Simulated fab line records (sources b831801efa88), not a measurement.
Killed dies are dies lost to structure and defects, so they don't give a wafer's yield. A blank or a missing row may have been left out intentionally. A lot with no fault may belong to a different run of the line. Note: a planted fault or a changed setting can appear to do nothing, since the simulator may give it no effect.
fab line records / flow gf180mcu
record lots=7 wafers=21 last-day=34
route steps=602 shown V5@566 TOP_METAL@567
lots untouched by any fault: they come from a run of this same line in which no faults occurred
start-h: start of the lot's first displayed wafer, in hours after the record's first day / wait-h: how many hours have passed since the lot's step before this one / " as in the row above / L1.1+2: one row covering several wafers at once / - value missing, or start not given / * or withheld: withheld / < > ~ a bound
route shown NAME@n: a module of which the file shows steps, and the number in the route of the first / usual: mean/standard deviation of fault-free wafers / same: alike in all rows / chamber/n: place in a boat / sites: readings site by site / _std_site: standard deviation of those values / _edge_site: outer sites' mean less inner sites' / radius-mm: how far each site lies from the wafer's centre / mask NAME#n: copy n / behind: the last tool/chamber to shape the wafer / hold: the reason the lot was held/the length of the hold in hours/how it ended / device: which transistor (n, p or np) failed to switch / end of line: the same wafers' tests at the end of the route / a step without rows: its recipe alone / killed: not the wafer's yield, but the dies lost to structure and defects at the first sort / map: a wafer's dies, x killed, . not, _ none there
set.NAME: the setting as run; set.NAME@STEP: as run at that earlier step / model.NAME: the simulator's own value behind a step, which no gauge read
lots at some steps of the route; a table a step, a row a wafer
services: the hour from which a tool's chamber was out of use, counted from the record's first day as start-h (under 0 if before that day), plus the number of hours and why
## steps
# step GF_V5_CMP_26
# recipe stop-on=SiO2 down-force-psi=3.5 platen-rpm=60 t-overpolish-s=15 target-thk-nm=0 pad-velocity-m-s=0.94248
# usual motor-current-A=11.0/1.7 overpolish-run-s=14.999/0.0094 platen-rpm=60.00/0.036 time-to-endpoint-s=86/3.4
lot.wafer=L778.3 tool=cmp-02 chamber=2 start-h=624.01 wait-h=0.0 motor-current-A=9.9 overpolish-run-s=14.980 platen-rpm=59.98 time-to-endpoint-s=85
lot.wafer=L778.1 tool=cmp-02 chamber=1 start-h=624.01 wait-h=0.0 motor-current-A=13.7 overpolish-run-s=14.997 platen-rpm=60.04 time-to-endpoint-s=82
lot.wafer=L778.5 tool=cmp-02 chamber=3 start-h=624.01 wait-h=0.0 motor-current-A=12.2 overpolish-run-s=15.002 platen-rpm=60.01 time-to-endpoint-s=82
lot.wafer=L783.4 tool=cmp-02 chamber=0 start-h=668.23 wait-h=0.1 motor-current-A=9.0 overpolish-run-s=14.995 platen-rpm=59.95 time-to-endpoint-s=85
lot.wafer=L783.1 tool=cmp-02 chamber=2 start-h=668.23 wait-h=0.1 motor-current-A=9.7 overpolish-run-s=14.983 platen-rpm=59.98 time-to-endpoint-s=83
lot.wafer=L783.6 tool=cmp-02 chamber=0 start-h=668.23 wait-h=0.1 motor-current-A=8.7 overpolish-run-s=14.999 platen-rpm=60.04 time-to-endpoint-s=91
lot.wafer=L788.2 tool=cmp-02 chamber=3 start-h=704.68 wait-h=0.1 motor-current-A=12.3 overpolish-run-s=14.989 platen-rpm=59.97 time-to-endpoint-s=84
lot.wafer=L788.4 tool=cmp-02 chamber=1 start-h=704.68 wait-h=0.1 motor-current-A=12.8 overpolish-run-s=14.986 platen-rpm=60.00 time-to-endpoint-s=83
lot.wafer=L788.5 tool=cmp-02 chamber=0 start-h=704.68 wait-h=0.1 motor-current-A=8.8 overpolish-run-s=14.980 platen-rpm=59.95 time-to-endpoint-s=85
lot.wafer=L789.2 tool=cmp-01 chamber=0 start-h=713.83 wait-h=0.1 motor-current-A=9.4 overpolish-run-s=14.999 platen-rpm=59.94 time-to-endpoint-s=85
lot.wafer=L789.3 tool=cmp-01 chamber=1 start-h=713.83 wait-h=0.1 motor-current-A=11.9 overpolish-run-s=14.998 platen-rpm=59.97 time-to-endpoint-s=86
lot.wafer=L789.5 tool=cmp-01 chamber=3 start-h=713.83 wait-h=0.1 motor-current-A=12.1 overpolish-run-s=15.000 platen-rpm=59.95 time-to-endpoint-s=87
lot.wafer=L790.1 tool=cmp-01 chamber=0 start-h=717.70 wait-h=0.2 motor-current-A=9.3 overpolish-run-s=14.990 platen-rpm=59.96 time-to-endpoint-s=86
lot.wafer=L790.4 tool=cmp-01 chamber=3 start-h=717.70 wait-h=0.2 motor-current-A=11.4 overpolish-run-s=15.009 platen-rpm=60.04 time-to-endpoint-s=83
lot.wafer=L790.5 tool=cmp-01 chamber=1 start-h=717.70 wait-h=0.2 motor-current-A=11.6 overpolish-run-s=15.001 platen-rpm=60.03 time-to-endpoint-s=83
lot.wafer=L799.2 tool=cmp-01 chamber=2 start-h=771.62 wait-h=0.0 motor-current-A=10.8 overpolish-run-s=14.998 platen-rpm=60.06 time-to-endpoint-s=87
lot.wafer=L799.4 tool=cmp-01 chamber=0 start-h=771.62 wait-h=0.0 motor-current-A=9.4 overpolish-run-s=15.011 platen-rpm=60.02 time-to-endpoint-s=89
lot.wafer=L799.6 tool=cmp-01 chamber=3 start-h=771.62 wait-h=0.0 motor-current-A=12.4 overpolish-run-s=14.992 platen-rpm=60.02 time-to-endpoint-s=87
lot.wafer=L801.4 tool=cmp-01 chamber=0 start-h=784.41 wait-h=0.0 motor-current-A=9.0 overpolish-run-s=14.984 platen-rpm=59.92 time-to-endpoint-s=90
lot.wafer=L801.2 tool=cmp-01 chamber=1 start-h=784.41 wait-h=0.0 motor-current-A=12.3 overpolish-run-s=15.002 platen-rpm=60.07 time-to-endpoint-s=92
lot.wafer=L801.6 tool=cmp-01 chamber=1 start-h=784.41 wait-h=0.0 motor-current-A=11.4 overpolish-run-s=14.990 platen-rpm=60.05 time-to-endpoint-s=91
# step GF_TOP_METAL_SPUTTER_00
# recipe material=Ti target-thk-nm=37.5 arriving-ion-energy-ev=80 substrate-temp-c=200 chamber-pressure-pa=2 power-w=4000 time-s=150
# usual throttle-valve-pct=30.5/0.71
lot.wafer=L778.1 tool=pvd-sputter-02 chamber=- start-h=624.31 wait-h=0.1 throttle-valve-pct=31.1
lot.wafer=L778.3 tool=pvd-sputter-02 chamber=- start-h=624.31 wait-h=0.1 throttle-valve-pct=29.5
lot.wafer=L778.5 tool=pvd-sputter-02 chamber=- start-h=624.31 wait-h=0.1 throttle-valve-pct=30.9
lot.wafer=L783.1 tool=pvd-sputter-01 chamber=- start-h=668.48 wait-h=0.1 throttle-valve-pct=29.5
lot.wafer=L783.4 tool=pvd-sputter-01 chamber=- start-h=668.48 wait-h=0.1 throttle-valve-pct=28.9
lot.wafer=L783.6 tool=pvd-sputter-01 chamber=- start-h=668.48 wait-h=0.1 throttle-valve-pct=30.3
lot.wafer=L788.2 tool=pvd-sputter-02 chamber=- start-h=704.98 wait-h=0.2 throttle-valve-pct=30.4
lot.wafer=L788.4 tool=pvd-sputter-02 chamber=- start-h=704.98 wait-h=0.2 throttle-valve-pct=31.0
lot.wafer=L788.5 tool=pvd-sputter-02 chamber=- start-h=704.98 wait-h=0.2 throttle-valve-pct=30.9
lot.wafer=L789.2 tool=pvd-sputter-02 chamber=- start-h=714.08 wait-h=0.2 throttle-valve-pct=30.7
lot.wafer=L789.3 tool=pvd-sputter-02 chamber=- start-h=714.08 wait-h=0.2 throttle-valve-pct=29.7
lot.wafer=L789.5 tool=pvd-sputter-02 chamber=- start-h=714.08 wait-h=0.2 throttle-valve-pct=29.8
lot.wafer=L790.1 tool=pvd-sputter-04 chamber=- start-h=718.00 wait-h=0.2 throttle-valve-pct=30.2
lot.wafer=L790.4 tool=pvd-sputter-04 chamber=- start-h=718.00 wait-h=0.2 throttle-valve-pct=30.9
lot.wafer=L790.5 tool=pvd-sputter-04 chamber=- start-h=718.00 wait-h=0.2 throttle-valve-pct=31.1
lot.wafer=L799.2 tool=pvd-sputter-04 chamber=- start-h=771.92 wait-h=0.2 throttle-valve-pct=29.8
lot.wafer=L799.4 tool=pvd-sputter-04 chamber=- start-h=771.92 wait-h=0.2 throttle-valve-pct=31.0
lot.wafer=L799.6 tool=pvd-sputter-04 chamber=- start-h=771.92 wait-h=0.2 throttle-valve-pct=31.0
lot.wafer=L801.2 tool=pvd-sputter-02 chamber=- start-h=784.71 wait-h=0.2 throttle-valve-pct=29.6
lot.wafer=L801.4 tool=pvd-sputter-02 chamber=- start-h=784.71 wait-h=0.2 throttle-valve-pct=29.8
lot.wafer=L801.6 tool=pvd-sputter-02 chamber=- start-h=784.71 wait-h=0.2 throttle-valve-pct=30.8
# step GF_TOP_METAL_SPUTTER_01
# recipe material=TiN target-thk-nm=30 power-w=6500 time-s=25 chamber-pressure-pa=0.4
# usual throttle-valve-pct=30.5/0.69
lot.wafer=L778.1 tool=pvd-sputter-02 chamber=- start-h=624.41 wait-h=0.1 throttle-valve-pct=31.4
lot.wafer=L778.3 tool=pvd-sputter-02 chamber=- start-h=624.41 wait-h=0.1 throttle-valve-pct=29.9
lot.wafer=L778.5 tool=pvd-sputter-02 chamber=- start-h=624.41 wait-h=0.1 throttle-valve-pct=31.5
lot.wafer=L783.1 tool=pvd-sputter-01 chamber=- start-h=668.58 wait-h=0.1 throttle-valve-pct=29.5
lot.wafer=L783.4 tool=pvd-sputter-01 chamber=- start-h=668.58 wait-h=0.1 throttle-valve-pct=28.9
lot.wafer=L783.6 tool=pvd-sputter-01 chamber=- start-h=668.58 wait-h=0.1 throttle-valve-pct=30.5
lot.wafer=L788.2 tool=pvd-sputter-02 chamber=- start-h=705.08 wait-h=0.1 throttle-valve-pct=30.7
lot.wafer=L788.4 tool=pvd-sputter-02 chamber=- start-h=705.08 wait-h=0.1 throttle-valve-pct=31.2
lot.wafer=L788.5 tool=pvd-sputter-02 chamber=- start-h=705.08 wait-h=0.1 throttle-valve-pct=31.1
lot.wafer=L789.2 tool=pvd-sputter-02 chamber=- start-h=714.18 wait-h=0.1 throttle-valve-pct=30.6
lot.wafer=L789.3 tool=pvd-sputter-02 chamber=- start-h=714.18 wait-h=0.1 throttle-valve-pct=29.3
lot.wafer=L789.5 tool=pvd-sputter-02 chamber=- start-h=714.18 wait-h=0.1 throttle-valve-pct=29.5
lot.wafer=L790.1 tool=pvd-sputter-04 chamber=- start-h=718.10 wait-h=0.1 throttle-valve-pct=30.1
lot.wafer=L790.4 tool=pvd-sputter-04 chamber=- start-h=718.10 wait-h=0.1 throttle-valve-pct=31.2
lot.wafer=L790.5 tool=pvd-sputter-04 chamber=- start-h=718.10 wait-h=0.1 throttle-valve-pct=30.6
lot.wafer=L799.2 tool=pvd-sputter-04 chamber=- start-h=772.02 wait-h=0.1 throttle-valve-pct=29.6
lot.wafer=L799.4 tool=pvd-sputter-04 chamber=- start-h=772.02 wait-h=0.1 throttle-valve-pct=30.9
lot.wafer=L799.6 tool=pvd-sputter-04 chamber=- start-h=772.02 wait-h=0.1 throttle-valve-pct=31.0
lot.wafer=L801.2 tool=pvd-sputter-02 chamber=- start-h=784.81 wait-h=0.1 throttle-valve-pct=29.9
lot.wafer=L801.4 tool=pvd-sputter-02 chamber=- start-h=784.81 wait-h=0.1 throttle-valve-pct=29.6
lot.wafer=L801.6 tool=pvd-sputter-02 chamber=- start-h=784.81 wait-h=0.1 throttle-valve-pct=30.6
# step GF_TOP_METAL_SPUTTER_02
# recipe material=AlCu target-thk-nm=900 power-w=10600 chamber-pressure-pa=0.3 substrate-temp-c=250 gas=Ar time-s=47.82
# usual throttle-valve-pct=30.5/0.7
lot.wafer=L778.1 tool=pvd-sputter-02 chamber=- start-h=624.44 wait-h=0.0 throttle-valve-pct=31.5
lot.wafer=L778.3 tool=pvd-sputter-02 chamber=- start-h=624.44 wait-h=0.0 throttle-valve-pct=29.6
lot.wafer=L778.5 tool=pvd-sputter-02 chamber=- start-h=624.44 wait-h=0.0 throttle-valve-pct=31.4
lot.wafer=L783.1 tool=pvd-sputter-01 chamber=- start-h=668.61 wait-h=0.0 throttle-valve-pct=29.5
lot.wafer=L783.4 tool=pvd-sputter-01 chamber=- start-h=668.61 wait-h=0.0 throttle-valve-pct=28.8
lot.wafer=L783.6 tool=pvd-sputter-01 chamber=- start-h=668.61 wait-h=0.0 throttle-valve-pct=30.5
lot.wafer=L788.2 tool=pvd-sputter-02 chamber=- start-h=705.11 wait-h=0.0 throttle-valve-pct=30.6
lot.wafer=L788.4 tool=pvd-sputter-02 chamber=- start-h=705.11 wait-h=0.0 throttle-valve-pct=31.4
lot.wafer=L788.5 tool=pvd-sputter-02 chamber=- start-h=705.11 wait-h=0.0 throttle-valve-pct=31.4
lot.wafer=L789.2 tool=pvd-sputter-02 chamber=- start-h=714.21 wait-h=0.0 throttle-valve-pct=30.6
lot.wafer=L789.3 tool=pvd-sputter-02 chamber=- start-h=714.21 wait-h=0.0 throttle-valve-pct=29.5
lot.wafer=L789.5 tool=pvd-sputter-02 chamber=- start-h=714.21 wait-h=0.0 throttle-valve-pct=29.7
lot.wafer=L790.1 tool=pvd-sputter-04 chamber=- start-h=718.13 wait-h=0.0 throttle-valve-pct=29.8
lot.wafer=L790.4 tool=pvd-sputter-04 chamber=- start-h=718.13 wait-h=0.0 throttle-valve-pct=30.9
lot.wafer=L790.5 tool=pvd-sputter-04 chamber=- start-h=718.13 wait-h=0.0 throttle-valve-pct=30.9
lot.wafer=L799.2 tool=pvd-sputter-04 chamber=- start-h=772.05 wait-h=0.0 throttle-valve-pct=29.8
lot.wafer=L799.4 tool=pvd-sputter-04 chamber=- start-h=772.05 wait-h=0.0 throttle-valve-pct=30.6
lot.wafer=L799.6 tool=pvd-sputter-04 chamber=- start-h=772.05 wait-h=0.0 throttle-valve-pct=31.0
lot.wafer=L801.2 tool=pvd-sputter-02 chamber=- start-h=784.84 wait-h=0.0 throttle-valve-pct=29.5
lot.wafer=L801.4 tool=pvd-sputter-02 chamber=- start-h=784.84 wait-h=0.0 throttle-valve-pct=29.6
lot.wafer=L801.6 tool=pvd-sputter-02 chamber=- start-h=784.84 wait-h=0.0 throttle-valve-pct=30.5
# step GF_TOP_METAL_SPUTTER_03
# recipe material=Ti target-thk-nm=5 substrate-temp-c=300 chamber-pressure-pa=0.3 power-w=3000 time-s=3.3
# step GF_TOP_METAL_SPUTTER_04
# recipe material=TiN target-thk-nm=25 power-w=6500 time-s=20.8 chamber-pressure-pa=0.4
# usual throttle-valve-pct=30.5/0.69
lot.wafer=L778.1 tool=pvd-sputter-02 chamber=- start-h=624.51 wait-h=0.0 throttle-valve-pct=31.0
lot.wafer=L778.3 tool=pvd-sputter-02 chamber=- start-h=624.51 wait-h=0.0 throttle-valve-pct=29.6
lot.wafer=L778.5 tool=pvd-sputter-02 chamber=- start-h=624.51 wait-h=0.0 throttle-valve-pct=31.4
lot.wafer=L783.1 tool=pvd-sputter-01 chamber=- start-h=668.67 wait-h=0.0 throttle-valve-pct=29.4
lot.wafer=L783.4 tool=pvd-sputter-01 chamber=- start-h=668.67 wait-h=0.0 throttle-valve-pct=28.9
lot.wafer=L783.6 tool=pvd-sputter-01 chamber=- start-h=668.67 wait-h=0.0 throttle-valve-pct=30.6
lot.wafer=L788.2 tool=pvd-sputter-02 chamber=- start-h=705.18 wait-h=0.0 throttle-valve-pct=30.8
lot.wafer=L788.4 tool=pvd-sputter-02 chamber=- start-h=705.18 wait-h=0.0 throttle-valve-pct=31.3
lot.wafer=L788.5 tool=pvd-sputter-02 chamber=- start-h=705.18 wait-h=0.0 throttle-valve-pct=31.5
lot.wafer=L789.2 tool=pvd-sputter-02 chamber=- start-h=714.27 wait-h=0.0 throttle-valve-pct=30.6
lot.wafer=L789.3 tool=pvd-sputter-02 chamber=- start-h=714.27 wait-h=0.0 throttle-valve-pct=29.6
lot.wafer=L789.5 tool=pvd-sputter-02 chamber=- start-h=714.27 wait-h=0.0 throttle-valve-pct=29.4
lot.wafer=L790.1 tool=pvd-sputter-04 chamber=- start-h=718.19 wait-h=0.0 throttle-valve-pct=29.9
lot.wafer=L790.4 tool=pvd-sputter-04 chamber=- start-h=718.19 wait-h=0.0 throttle-valve-pct=30.9
lot.wafer=L790.5 tool=pvd-sputter-04 chamber=- start-h=718.19 wait-h=0.0 throttle-valve-pct=31.1
lot.wafer=L799.2 tool=pvd-sputter-04 chamber=- start-h=772.12 wait-h=0.0 throttle-valve-pct=30.0
lot.wafer=L799.4 tool=pvd-sputter-04 chamber=- start-h=772.12 wait-h=0.0 throttle-valve-pct=30.5
lot.wafer=L799.6 tool=pvd-sputter-04 chamber=- start-h=772.12 wait-h=0.0 throttle-valve-pct=30.8
lot.wafer=L801.2 tool=pvd-sputter-02 chamber=- start-h=784.90 wait-h=0.0 throttle-valve-pct=29.7
lot.wafer=L801.4 tool=pvd-sputter-02 chamber=- start-h=784.90 wait-h=0.0 throttle-valve-pct=29.7
lot.wafer=L801.6 tool=pvd-sputter-02 chamber=- start-h=784.90 wait-h=0.0 throttle-valve-pct=30.8
# step GF_TOP_METAL_RS_MEAS_05
# recipe thk-meas-gauge=four-point-probe reads=TiN_of_TOP_METAL_SPUTTER_04+Ti_of_TOP_METAL_SPUTTER_03+AlCu_of_TOP_METAL_SPUTTER_02+TiN_of_TOP_METAL_SPUTTER_01+Ti_of_TOP_METAL_SPUTTER_00
# usual TOP_METAL_ALCU_RS=0.0328/0.00032
lot.wafer=L778.1 tool=film-metro-03 chamber=- start-h=624.53 wait-h=0.0 TOP_METAL_ALCU_RS[ohm/sq]=0.0324
lot.wafer=L778.3 tool=film-metro-03 chamber=- start-h=624.53 wait-h=0.0 TOP_METAL_ALCU_RS[ohm/sq]=0.0325
lot.wafer=L778.5 tool=film-metro-03 chamber=- start-h=624.53 wait-h=0.0 TOP_METAL_ALCU_RS[ohm/sq]=0.0326
lot.wafer=L783.1 tool=film-metro-02 chamber=- start-h=668.70 wait-h=0.0 TOP_METAL_ALCU_RS[ohm/sq]=0.0331
lot.wafer=L783.4 tool=film-metro-02 chamber=- start-h=668.70 wait-h=0.0 TOP_METAL_ALCU_RS[ohm/sq]=0.0334
lot.wafer=L783.6 tool=film-metro-02 chamber=- start-h=668.70 wait-h=0.0 TOP_METAL_ALCU_RS[ohm/sq]=0.0334
lot.wafer=L788.2 tool=film-metro-02 chamber=- start-h=705.22 wait-h=0.0 TOP_METAL_ALCU_RS[ohm/sq]=0.0323
lot.wafer=L788.4 tool=film-metro-02 chamber=- start-h=705.22 wait-h=0.0 TOP_METAL_ALCU_RS[ohm/sq]=0.0324
lot.wafer=L788.5 tool=film-metro-02 chamber=- start-h=705.22 wait-h=0.0 TOP_METAL_ALCU_RS[ohm/sq]=0.0327
lot.wafer=L789.2 tool=film-metro-01 chamber=- start-h=714.32 wait-h=0.0 TOP_METAL_ALCU_RS[ohm/sq]=0.0328
lot.wafer=L789.3 tool=film-metro-01 chamber=- start-h=714.32 wait-h=0.0 TOP_METAL_ALCU_RS[ohm/sq]=0.0327
lot.wafer=L789.5 tool=film-metro-01 chamber=- start-h=714.32 wait-h=0.0 TOP_METAL_ALCU_RS[ohm/sq]=0.0326
lot.wafer=L790.1 tool=film-metro-03 chamber=- start-h=718.29 wait-h=0.1 TOP_METAL_ALCU_RS[ohm/sq]=0.0326
lot.wafer=L790.4 tool=film-metro-03 chamber=- start-h=718.29 wait-h=0.1 TOP_METAL_ALCU_RS[ohm/sq]=0.0332
lot.wafer=L790.5 tool=film-metro-03 chamber=- start-h=718.29 wait-h=0.1 TOP_METAL_ALCU_RS[ohm/sq]=0.0330
lot.wafer=L799.2 tool=film-metro-03 chamber=- start-h=772.16 wait-h=0.0 TOP_METAL_ALCU_RS[ohm/sq]=0.0327
lot.wafer=L799.4 tool=film-metro-03 chamber=- start-h=772.16 wait-h=0.0 TOP_METAL_ALCU_RS[ohm/sq]=0.0333
lot.wafer=L799.6 tool=film-metro-03 chamber=- start-h=772.16 wait-h=0.0 TOP_METAL_ALCU_RS[ohm/sq]=0.0330
lot.wafer=L801.2 tool=film-metro-03 chamber=- start-h=784.95 wait-h=0.0 TOP_METAL_ALCU_RS[ohm/sq]=0.0326
lot.wafer=L801.4 tool=film-metro-03 chamber=- start-h=784.95 wait-h=0.0 TOP_METAL_ALCU_RS[ohm/sq]=0.0326
lot.wafer=L801.6 tool=film-metro-03 chamber=- start-h=784.95 wait-h=0.0 TOP_METAL_ALCU_RS[ohm/sq]=0.0328
# step GF_TOP_METAL_THK_MEAS_06
# recipe thk-meas-gauge=xrf reads=AlCu_of_TOP_METAL_SPUTTER_02
# usual TOP_METAL_ALCU_THK=882/9
lot.wafer=L778.1 tool=film-metro-03 chamber=- start-h=624.65 wait-h=0.1 TOP_METAL_ALCU_THK[nm]=898
lot.wafer=L778.3 tool=film-metro-03 chamber=- start-h=624.65 wait-h=0.1 TOP_METAL_ALCU_THK[nm]=896
lot.wafer=L778.5 tool=film-metro-03 chamber=- start-h=624.65 wait-h=0.1 TOP_METAL_ALCU_THK[nm]=888
lot.wafer=L783.1 tool=film-metro-02 chamber=- start-h=668.82 wait-h=0.1 TOP_METAL_ALCU_THK[nm]=872
lot.wafer=L783.4 tool=film-metro-02 chamber=- start-h=668.82 wait-h=0.1 TOP_METAL_ALCU_THK[nm]=862
lot.wafer=L783.6 tool=film-metro-02 chamber=- start-h=668.82 wait-h=0.1 TOP_METAL_ALCU_THK[nm]=867
lot.wafer=L788.2 tool=film-metro-02 chamber=- start-h=705.33 wait-h=0.1 TOP_METAL_ALCU_THK[nm]=895
lot.wafer=L788.4 tool=film-metro-02 chamber=- start-h=705.33 wait-h=0.1 TOP_METAL_ALCU_THK[nm]=889
lot.wafer=L788.5 tool=film-metro-02 chamber=- start-h=705.33 wait-h=0.1 TOP_METAL_ALCU_THK[nm]=879
lot.wafer=L789.2 tool=film-metro-01 chamber=- start-h=714.43 wait-h=0.1 TOP_METAL_ALCU_THK[nm]=882
lot.wafer=L789.3 tool=film-metro-01 chamber=- start-h=714.43 wait-h=0.1 TOP_METAL_ALCU_THK[nm]=880
lot.wafer=L789.5 tool=film-metro-01 chamber=- start-h=714.43 wait-h=0.1 TOP_METAL_ALCU_THK[nm]=886
lot.wafer=L790.1 tool=film-metro-03 chamber=- start-h=718.41 wait-h=0.1 TOP_METAL_ALCU_THK[nm]=893
lot.wafer=L790.4 tool=film-metro-03 chamber=- start-h=718.41 wait-h=0.1 TOP_METAL_ALCU_THK[nm]=868
lot.wafer=L790.5 tool=film-metro-03 chamber=- start-h=718.41 wait-h=0.1 TOP_METAL_ALCU_THK[nm]=883
lot.wafer=L799.2 tool=film-metro-03 chamber=- start-h=772.27 wait-h=0.1 TOP_METAL_ALCU_THK[nm]=886
lot.wafer=L799.4 tool=film-metro-03 chamber=- start-h=772.27 wait-h=0.1 TOP_METAL_ALCU_THK[nm]=867
lot.wafer=L799.6 tool=film-metro-03 chamber=- start-h=772.27 wait-h=0.1 TOP_METAL_ALCU_THK[nm]=877
lot.wafer=L801.2 tool=film-metro-03 chamber=- start-h=785.06 wait-h=0.1 TOP_METAL_ALCU_THK[nm]=887
lot.wafer=L801.4 tool=film-metro-03 chamber=- start-h=785.06 wait-h=0.1 TOP_METAL_ALCU_THK[nm]=884
lot.wafer=L801.6 tool=film-metro-03 chamber=- start-h=785.06 wait-h=0.1 TOP_METAL_ALCU_THK[nm]=884
# step GF_TOP_METAL_DEHYDRATE_07
# recipe temp-c=200 time-s=60
# step GF_TOP_METAL_HMDS_08
# recipe prime-time-s=60 prime-temp-c=120
# step GF_TOP_METAL_COAT_09
# recipe resist=NOVOLAK spin-rpm=3000 resist-thk-nm=1500
# step GF_TOP_METAL_SOFTBAKE_10
# recipe temp-c=90 time-s=60 resist=NOVOLAK
# step GF_TOP_METAL_EXPOSE_11
# recipe mask-id=MetalTop target-cd-nm=440 na=0.6 source-shape=conventional sigma-outer=0.6 dose-mj=170
# usual exposure-dose-mJ-cm2=169.2/0.57 focus-offset-nm=0.1/0.59
lot.wafer=L778.1 tool=iline-stepper-01 chamber=0 start-h=634.81 wait-h=- mask=MetalTop#0 exposure-dose-mJ-cm2=170.1 focus-offset-nm=0.9
lot.wafer=L778.3 tool=iline-stepper-01 chamber=0 start-h=634.81 wait-h=- mask=MetalTop#0 exposure-dose-mJ-cm2=170.1 focus-offset-nm=0.5
lot.wafer=L778.5 tool=iline-stepper-01 chamber=0 start-h=634.81 wait-h=- mask=MetalTop#0 exposure-dose-mJ-cm2=170.3 focus-offset-nm=-0.5
lot.wafer=L783.1 tool=iline-stepper-01 chamber=0 start-h=678.29 wait-h=- mask=MetalTop#0 exposure-dose-mJ-cm2=168.6 focus-offset-nm=-0.7
lot.wafer=L783.4 tool=iline-stepper-01 chamber=0 start-h=678.29 wait-h=- mask=MetalTop#0 exposure-dose-mJ-cm2=168.6 focus-offset-nm=0.8
lot.wafer=L783.6 tool=iline-stepper-01 chamber=0 start-h=678.29 wait-h=- mask=MetalTop#0 exposure-dose-mJ-cm2=168.6 focus-offset-nm=-0.2
lot.wafer=L788.2 tool=iline-stepper-02 chamber=- start-h=714.36 wait-h=- mask=MetalTop#0 exposure-dose-mJ-cm2=- focus-offset-nm=-
lot.wafer=L788.4 tool=iline-stepper-02 chamber=- start-h=714.36 wait-h=- mask=MetalTop#0 exposure-dose-mJ-cm2=- focus-offset-nm=-
lot.wafer=L788.5 tool=iline-stepper-02 chamber=- start-h=714.36 wait-h=- mask=MetalTop#0 exposure-dose-mJ-cm2=- focus-offset-nm=-
lot.wafer=L789.2 tool=iline-stepper-02 chamber=- start-h=723.12 wait-h=- mask=MetalTop#0 exposure-dose-mJ-cm2=- focus-offset-nm=-
lot.wafer=L789.3 tool=iline-stepper-02 chamber=- start-h=723.12 wait-h=- mask=MetalTop#0 exposure-dose-mJ-cm2=- focus-offset-nm=-
lot.wafer=L789.5 tool=iline-stepper-02 chamber=- start-h=723.12 wait-h=- mask=MetalTop#0 exposure-dose-mJ-cm2=- focus-offset-nm=-
lot.wafer=L790.1 tool=iline-stepper-01 chamber=- start-h=727.41 wait-h=- mask=MetalTop#0 exposure-dose-mJ-cm2=- focus-offset-nm=-
lot.wafer=L790.4 tool=iline-stepper-01 chamber=- start-h=727.41 wait-h=- mask=MetalTop#0 exposure-dose-mJ-cm2=- focus-offset-nm=-
lot.wafer=L790.5 tool=iline-stepper-01 chamber=- start-h=727.41 wait-h=- mask=MetalTop#0 exposure-dose-mJ-cm2=- focus-offset-nm=-
lot.wafer=L799.2 tool=iline-stepper-01 chamber=0 start-h=779.88 wait-h=- mask=MetalTop#0 exposure-dose-mJ-cm2=169.0 focus-offset-nm=0.5
lot.wafer=L799.4 tool=iline-stepper-01 chamber=0 start-h=779.88 wait-h=- mask=MetalTop#0 exposure-dose-mJ-cm2=168.8 focus-offset-nm=0.0
lot.wafer=L799.6 tool=iline-stepper-01 chamber=0 start-h=779.88 wait-h=- mask=MetalTop#0 exposure-dose-mJ-cm2=169.1 focus-offset-nm=-0.2
lot.wafer=L801.2 tool=iline-stepper-02 chamber=0 start-h=792.74 wait-h=- mask=MetalTop#0 exposure-dose-mJ-cm2=169.9 focus-offset-nm=-0.3
lot.wafer=L801.4 tool=iline-stepper-02 chamber=0 start-h=792.74 wait-h=- mask=MetalTop#0 exposure-dose-mJ-cm2=170.0 focus-offset-nm=0.7
lot.wafer=L801.6 tool=iline-stepper-02 chamber=0 start-h=792.74 wait-h=- mask=MetalTop#0 exposure-dose-mJ-cm2=170.0 focus-offset-nm=0.3
# step GF_TOP_METAL_PEB_12
# recipe temp-c=withheld time-s=* resist=NOVOLAK
## services
tool=cmp-02 chamber=- start-h=610.08 hours=6.6 kind=pm
tool=iline-stepper-02 chamber=- start-h=636.63 hours=13.1 kind=repair
tool=iline-stepper-01 chamber=0 start-h=639.46 hours=- kind=calibration
tool=iline-stepper-01 chamber=- start-h=642.79 hours=- kind=calibration
tool=iline-stepper-02 chamber=- start-h=649.75 hours=1.7 kind=pm
tool=cmp-02 chamber=- start-h=653.12 hours=2.2 kind=repair
tool=iline-stepper-01 chamber=- start-h=659.69 hours=4.4 kind=pm
tool=pvd-sputter-02 chamber=- start-h=675.91 hours=10.1 kind=repair
tool=iline-stepper-01 chamber=- start-h=693.18 hours=1.7 kind=pm
tool=cmp-02 chamber=- start-h=696.62 hours=0.9 kind=repair
tool=pvd-sputter-04 chamber=- start-h=700.49 hours=1.2 kind=repair
tool=iline-stepper-02 chamber=0 start-h=707.83 hours=- kind=calibration
tool=iline-stepper-01 chamber=- start-h=709.62 hours=4.8 kind=repair
tool=cmp-02 chamber=- start-h=713.20 hours=1.8 kind=repair
tool=cmp-02 chamber=- start-h=715.03 hours=3.9 kind=pm
tool=pvd-sputter-02 chamber=- start-h=742.68 hours=1.5 kind=repair
tool=cmp-02 chamber=- start-h=744.00 hours=4.0 kind=pm
tool=cmp-02 chamber=- start-h=748.00 hours=- kind=consumable-replace:conditioner
tool=cmp-02 chamber=- start-h=748.00 hours=- kind=consumable-replace:pad
tool=cmp-01 chamber=- start-h=749.98 hours=2.2 kind=repair
tool=pvd-sputter-02 chamber=- start-h=750.95 hours=7.0 kind=repair
tool=cmp-01 chamber=- start-h=759.25 hours=4.5 kind=pm
tool=pvd-sputter-04 chamber=- start-h=785.58 hours=2.7 kind=repair
tool=cmp-02 chamber=- start-h=789.34 hours=3.0 kind=repair
## key
first-sign step=GF_TOP_METAL_EXPOSE_11 reading=tool-record direction=missing
effect none on later readings
met-at GF_TOP_METAL_EXPOSE_11
struck-wafers L788.2,L788.4,L788.5,L789.2,L789.3,L789.5,L790.1,L790.4,L790.5
later-rows-left-out L788.2,L788.4,L788.5,L789.2,L789.3,L789.5,L790.1,L790.4,L790.5
sort-left-out L788.2,L788.4,L788.5,L789.2,L789.3,L789.5,L790.1,L790.4,L790.5
onset-between 678.29 714.36
fault kind=skipped-step-whole tool=iline-stepper-01,iline-stepper-02 chamber=- onset-h=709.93 steps=GF_TOP_METAL_EXPOSE_11 scope=struck-lots-only
# sort-left-out: the simulated sort isn't trusted on such a fault, so these wafers' sort isn't shown, and their yield isn't known
# later-rows-left-out: the simulator's readings of these wafers behind a module that went badly wrong aren't trusted and aren't shown, but for the sort
